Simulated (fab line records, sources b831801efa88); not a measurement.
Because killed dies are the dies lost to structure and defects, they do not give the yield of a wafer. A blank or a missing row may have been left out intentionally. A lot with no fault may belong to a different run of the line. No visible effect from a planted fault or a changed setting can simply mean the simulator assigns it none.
fab line records	flow sky130
record: lots: 6	wafers: 18	last-day: 50
route steps=708 shown VT_ADJUST_LVTN@102
lots that met no fault: from a run of the same line without faults
start-h: hours from the record's opening day to when the first of the lot's shown wafers began	wait-h: hours since the lot's step before	" as in the row above	L1.1+2: one row covering several wafers at once	- no value, or no start was given	* or withheld: withheld	< > ~ a bound
route shown NAME@n: a module of which the file shows steps, and the number in the route of the first	usual: the fault-free wafers' mean and standard deviation	same: alike in all rows	chamber/n: place in a boat	sites: readings site by site	_std_site: how widely they spread, as a standard deviation	_edge_site: mean of outer sites minus mean of inner sites	radius-mm: how far each site lies from the wafer's centre	mask NAME#n: copy n	behind: the tool/chamber that last shaped the wafer	hold: why the lot was held/for how many hours/how that ended	device: transistor that didn't switch, given as n, p or np	end of line: the same wafers' tests at the end of the route	a step without rows: its recipe alone	killed: count of dies lost to structure and defects at first sort (not the wafer's yield)	map: per-die view of a wafer (x killed, . not killed, _ where there is no die)
set.NAME: the setting that was run; set.NAME@STEP: the one run at that earlier step	model.NAME: the simulator's own value behind a step, which no gauge read
a table for each step, a row for each wafer; lots at some steps of the route
services: when a tool's chamber went out of use (start-h, in hours from the record's first day, below 0 if earlier), for how many hours, and the reason
== steps ==
step: SKY_VT_ADJUST_LVTN_PEB_05
recipe: temp-c: 115	time-s: withheld
step: SKY_VT_ADJUST_LVTN_DEVELOP_06
recipe: wall-angle-deg: 90	developer: TMAH	develop-time-s: 60	dev-temp-c: 23
step: SKY_VT_ADJUST_LVTN_OVL_MEAS_07
usual: VT_ADJUST_LVTN_OVL: 0.3/1.3
lot.wafer	tool	chamber	start-h	wait-h	VT_ADJUST_LVTN_OVL[nm]
L999.1	overlay-01	-	150.39	-	-0.3
L999.3	"	-	"	"	1.4
L999.5	"	-	"	"	0.4
L100.1	overlay-01	-	152.83	-	1.2
L100.4	"	-	"	"	0.2
L100.6	"	-	"	"	2.4
L110.4	overlay-01	-	219.04	-	-1.0
L110.5	"	-	"	"	-0.5
L110.6	"	-	"	"	0.3
L111.1	overlay-01	-	224.53	-	2.7
L111.3	"	-	"	"	1.5
L111.5	"	-	"	"	2.6
L113.2	overlay-02	-	240.79	-	0.3
L113.3	"	-	"	"	-0.1
L113.6	"	-	"	"	1.7
L120.2	overlay-02	-	287.34	-	-0.4
L120.3	"	-	"	"	-1.8
L120.5	"	-	"	"	0.7
step: SKY_VT_ADJUST_LVTN_IMPLANT_08
recipe: species: B	energy-kev: 30	dose-cm2: 1.57e+12	tilt-deg: withheld
step: SKY_VT_ADJUST_LVTN_STRIP_09
recipe: chemistry: O2/N2	power-w: 1400	pressure-mtorr: 1500	platen-temp-c: withheld	o2-flow-sccm: 3000	n2-flow-sccm: 300	overash-fraction: 0.5
usual: drypump-motor-current-A: 5.82/0.27	oes-product-au: 0.723/0.0044	strip-time-to-endpoint-s: 36.98/0.079
lot.wafer	tool	chamber	start-h	wait-h	drypump-motor-current-A	oes-product-au	rf-hours-counter-h	strip-time-to-endpoint-s
L999.1	plasma-asher-03	0	150.58	0.1	5.49	0.727	4	37.03
L999.3	"	0	"	"	5.51	0.722	-	36.89
L999.5	"	1	"	"	5.61	0.728	-	36.95
L100.1	plasma-asher-02	1	153.02	0.1	5.69	0.734	49	36.86
L100.4	"	1	"	"	5.73	0.721	-	36.89
L100.6	"	0	"	"	6.06	0.717	-	36.97
L110.4	plasma-asher-02	1	219.24	0.1	5.71	0.722	-	37.05
L110.5	"	0	"	"	6.09	0.725	-	37.03
L110.6	"	1	"	"	5.75	0.725	-	36.97
L111.1	plasma-asher-04	1	224.71	0.1	6.08	0.722	38	36.97
L111.3	"	0	"	"	6.21	0.720	-	36.91
L111.5	"	1	"	"	6.09	0.713	-	36.98
L113.2	plasma-asher-04	1	240.97	0.1	6.08	0.729	40	37.16
L113.3	"	1	"	"	6.08	0.720	-	37.05
L113.6	"	0	"	"	6.21	0.722	-	37.05
L120.2	plasma-asher-04	0	287.52	0.1	6.23	0.722	45	36.89
L120.3	"	1	"	"	6.07	0.721	-	36.92
L120.5	"	0	"	"	6.19	0.728	-	37.07
step: SKY_VT_ADJUST_LVTN_TW_MEAS_10
usual: VT_ADJUST_LVTN_TW: 241.7/2
lot.wafer	tool	chamber	start-h	wait-h	VT_ADJUST_LVTN_TW
L999.1	film-metro-01	-	150.68	0.1	238.0
L999.3	"	-	"	"	239.7
L999.5	"	-	"	"	237.4
L100.1	film-metro-04	-	153.12	0.1	240.5
L100.4	"	-	"	"	242.1
L100.6	"	-	"	"	242.3
L110.4	film-metro-03	-	219.34	0.1	244.3
L110.5	"	-	"	"	243.6
L110.6	"	-	"	"	243.9
L111.1	film-metro-03	-	224.81	0.1	244.0
L111.3	"	-	"	"	243.8
L111.5	"	-	"	"	244.3
L113.2	film-metro-04	-	241.08	0.1	243.0
L113.3	"	-	"	"	243.6
L113.6	"	-	"	"	242.4
L120.2	film-metro-03	-	287.63	0.1	243.2
L120.3	"	-	"	"	242.7
L120.5	"	-	"	"	243.7
step: SKY_VT_ADJUST_LVTN_DEHYDRATE_11
recipe: temp-c: 200	time-s: 60
step: SKY_VT_ADJUST_LVTN_HMDS_12
recipe: prime-time-s: 60	prime-temp-c: 120
step: SKY_VT_ADJUST_LVTN_COAT_13
recipe: resist: NOVOLAK	spin-rpm: 3000	resist-thk-nm: 1140
step: SKY_VT_ADJUST_LVTN_SOFTBAKE_14
recipe: temp-c: 90	time-s: 60	resist: NOVOLAK
step: SKY_VT_ADJUST_LVTN_EXPOSE_15
recipe: mask-id: HVN_STD_DERIVED	na: 0.6	source-shape: conventional	sigma-outer: 0.6	polarization: unpolarized	target-cd-nm: 600	dose-mj: 163
step: SKY_VT_ADJUST_LVTN_PEB_16
recipe: temp-c: withheld	time-s: *	resist: NOVOLAK
step: SKY_VT_ADJUST_LVTN_DEVELOP_17
recipe: resist: NOVOLAK	developer: TMAH	develop-time-s: 60	dev-temp-c: 23
usual: chill-plate-temp-C: 22.99/0.11	develop-time-s: 60/0	developer-temp-C: 23.02/0.1
lot.wafer	tool	chamber	start-h	wait-h	chill-plate-temp-C	develop-time-s	developer-temp-C
L999.1	litho-track-02	0	169.73	0.1	23.15	60	23.06
L999.3	"	0	"	"	23.21	60	22.95
L999.5	"	0	"	"	23.26	60	22.93
L100.1	litho-track-03	0	173.08	0.1	22.86	60	23.08
L100.4	"	0	"	"	23.04	60	22.94
L100.6	"	0	"	"	23.03	60	22.88
L110.4	litho-track-03	-	240.90	0.1	-	-	-
L110.5	"	-	"	"	-	-	-
L110.6	"	-	"	"	-	-	-
L111.1	litho-track-02	-	245.63	0.1	-	-	-
L111.3	"	-	"	"	-	-	-
L111.5	"	-	"	"	-	-	-
L113.2	litho-track-04	0	264.61	0.1	23.05	60	22.95
L113.3	"	0	"	"	23.06	60	23.03
L113.6	"	0	"	"	22.86	60	22.89
L120.2	litho-track-02	0	312.86	0.1	22.82	60	23.23
L120.3	"	0	"	"	23.06	60	23.12
L120.5	"	0	"	"	23.00	60	23.00
step: SKY_VT_ADJUST_LVTN_OVL_MEAS_18
usual: VT_ADJUST_LVTN_01_OVL: 0.4/1.7
lot.wafer	tool	chamber	start-h	wait-h	VT_ADJUST_LVTN_01_OVL[nm]
L999.1	overlay-02	-	169.88	0.1	-1.0
L999.3	"	-	"	"	-0.1
L999.5	"	-	"	"	-1.3
L100.1	overlay-02	-	173.23	0.1	-1.0
L100.4	"	-	"	"	0.6
L100.6	"	-	"	"	0.2
L110.4	overlay-02	-	240.99	0.1	-
L110.5	"	-	"	"	-
L110.6	"	-	"	"	-
L111.1	overlay-01	-	245.78	0.1	-
L111.3	"	-	"	"	-
L111.5	"	-	"	"	-
L113.2	overlay-02	-	264.74	0.1	-0.8
L113.3	"	-	"	"	0.1
L113.6	"	-	"	"	1.6
L120.2	overlay-02	-	312.99	0.1	-1.6
L120.3	"	-	"	"	2.1
L120.5	"	-	"	"	0.3
== services ==
tool	chamber	start-h	hours	kind
plasma-asher-04	-	127.61	28.1	pm
== key ==
first-sign: step: SKY_VT_ADJUST_LVTN_DEVELOP_17	reading: tool-record	direction: missing
effect none on later readings
met-at SKY_VT_ADJUST_LVTN_DEVELOP_17
struck-wafers L110.4,L110.5,L110.6,L111.1,L111.3,L111.5
sort-left-out L110.4,L110.5,L110.6,L111.1,L111.3,L111.5
tester-left-out L110,L111
onset-between 173.08 240.90
fault: kind: skipped-step-whole	tool: litho-track-02,litho-track-03	chamber: -	onset-h: 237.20	steps: SKY_VT_ADJUST_LVTN_DEVELOP_17	scope: struck-lots-only
tester-left-out: of these lots the tester's yield and bins aren't shown, on N5 and GAA mostly nor the transistor test; their killed dies are dies lost to structure and defects alone, not to doping, threshold or leakage, so they don't give the yield
sort-left-out: the simulated sort isn't trusted on such a fault, so these wafers' sort isn't shown, and their yield isn't known
